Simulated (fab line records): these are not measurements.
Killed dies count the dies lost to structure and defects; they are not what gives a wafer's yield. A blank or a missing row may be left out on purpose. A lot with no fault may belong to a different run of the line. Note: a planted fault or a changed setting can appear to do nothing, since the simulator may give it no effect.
Which tool did it?    flow sky130    13 lots with 39 wafers sampled at 2 steps, on a route of 708 steps

WHAT EACH GAUGE READ, for each wafer
The record holds no reading of a measuring or inspecting step that can be judged against a usual standard deviation.

EACH LOT AND THE TOOL THAT RAN IT (in order: tool; ch and the chambers of the sampled wafers; start)
lot   SKY_VIA1_ETCH_14                    SKY_VIA1_STRIP_16
L680  rie_diel-02 ch 0,2,3, day 35 14:13  plasma_asher-03 ch 0,1, day 35 14:18
L682  rie_diel-01 ch 1,2,3, day 35 14:55  plasma_asher-03 ch 0,1, day 35 15:00
L681  rie_diel-02 ch 0,3, day 35 17:19    plasma_asher-04 ch 0,1, day 35 17:24
L684  rie_diel-03 ch 0,1,2, day 36 01:58  plasma_asher-02 ch 0,1, day 36 02:03
L683  rie_diel-01 ch 1,2,3, day 36 08:25  plasma_asher-02 ch 0,1, day 36 08:30
L687  rie_diel-02 ch 0,2,3, day 37 02:56  plasma_asher-02 ch 0,1, day 37 03:01
L688  rie_diel-02 ch 1,2,3, day 37 14:00  plasma_asher-02 ch 0,1, day 37 14:05
L689  rie_diel-01 ch 0,2, day 37 14:35    plasma_asher-04 ch 0,1, day 37 14:41
L690  rie_diel-03 ch 0,1,3, day 37 16:41  plasma_asher-04 ch 0,1, day 37 16:48
L691  rie_diel-01 ch 0,2, day 37 23:51    plasma_asher-03 ch 0,1, day 37 23:58
L701  rie_diel-03 ch 0,1,3, day 40 11:40  plasma_asher-03 ch 0,1, day 40 11:46
L700  rie_diel-01 ch 0,1, day 40 17:34    plasma_asher-04 ch 0,1, day 40 17:39
L702  rie_diel-02 ch 0,1, day 40 17:55    plasma_asher-03 ch 1, day 40 18:00
- SKY_VIA1_ETCH_14: etches BARC in N2/H2, stops on SiO2, time 45.9 s, target depth 60 nm.
- SKY_VIA1_STRIP_16: strips in O2/N2.

WHAT THE TOOLS THEMSELVES READ (means of the sampled wafers that have a number; where no wafer has one, the mark that the record gives instead)
SKY_VIA1_ETCH_14.
lot   tool         drypump_motor_current_A (A)  oes_product_au (a.u.)  run_length_s (s)  throttle_valve_pct (%)
L680  rie_diel-02  5.3                          0.852                  74.2              13.225
L682  rie_diel-01  6.0                          0.852                  74.2              13.221
L681  rie_diel-02  5.3                          0.857                  74.6              13.222
L684  rie_diel-03  5.7                          0.849                  74.4              13.234
L683  rie_diel-01  6.0                          0.858                  74.3              13.222
L687  rie_diel-02  5.3                          0.855                  74.2              13.225
L688  rie_diel-02  5.6                          0.856                  74.2              13.224
L689  rie_diel-01  5.8                          0.857                  74.0              13.225
L690  rie_diel-03  5.8                          0.854                  74.1              13.229
L691  rie_diel-01  5.6                          0.855                  74.1              13.233
L701  rie_diel-03  5.8                          0.905                  70.0              13.226
L700  rie_diel-01  5.9                          0.857                  73.8              13.229
L702  rie_diel-02  5.8                          0.852                  74.4              13.220

SKY_VIA1_STRIP_16.
lot   tool             drypump_motor_current_A (A)  oes_product_au (a.u.)  strip_time_to_endpoint_s (s)
L680  plasma_asher-03  5.8                          0.411                  4.476
L682  plasma_asher-03  5.8                          0.417                  4.467
L681  plasma_asher-04  5.6                          0.415                  4.444
L684  plasma_asher-02  6.0                          0.415                  4.443
L683  plasma_asher-02  6.0                          0.413                  4.457
L687  plasma_asher-02  6.0                          0.415                  4.469
L688  plasma_asher-02  6.0                          0.413                  4.458
L689  plasma_asher-04  5.3                          0.418                  4.439
L690  plasma_asher-04  5.6                          0.414                  4.467
L691  plasma_asher-03  5.8                          0.415                  4.455
L701  plasma_asher-03  6.0                          0.421                  4.500
L700  plasma_asher-04  5.3                          0.413                  4.445
L702  plasma_asher-03  5.6                          0.415                  4.463

THE ANSWER, worked out from the rows above alone
Rule: what is usual is taken from the lots themselves. The widest of any qualifying gaps counts: lots, ordered by their means at a reading, are off when they make up no more than a third of the lots, leave a main group of 4 or more, and stand apart from it by 3 or more times the standard deviation of that group's means. A main group is skipped when, at the precision printed for the reading in the tables above, its means are all equal. A lot without any number at a reading at which 4 lots or more have one is off too. Any other lot the step has rows for is counted as sound. Order of review: gauges by route order, followed by the tools' own readings, for which a lot's mean as printed above is used. At the first step where some lot is off, the reading lying furthest off is the one used; lots without a number count as furthest.
Off at SKY_VIA1_ETCH_14 (run_length_s): L701. The main group: mean 74.2 s, standard deviation 0.2.
If a tool, at that step or one of the process steps before it, ran each lot that is off and ran no sound lot following the first of them, it fits. One fits: rie_diel-03 at SKY_VIA1_ETCH_14. A fault onset in the window from L690 (day 37 16:41, its last sound lot) to L701 (day 40 11:40, its first lot off) fits.
The tool's own readings at SKY_VIA1_ETCH_14 bear it out: on the lots that are off they differ by more than 5 times the standard deviation of the sound lots' means. oes_product_au reads 0.905 a.u. there against 0.855 a.u. on the sound lots; run_length_s reads 70.0 s there against 74.2 s on the sound lots.

WHAT THE SIMULATOR PUT IN
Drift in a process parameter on rie_diel-03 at SKY_VIA1_ETCH_14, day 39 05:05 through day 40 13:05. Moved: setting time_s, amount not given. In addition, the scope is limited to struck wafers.
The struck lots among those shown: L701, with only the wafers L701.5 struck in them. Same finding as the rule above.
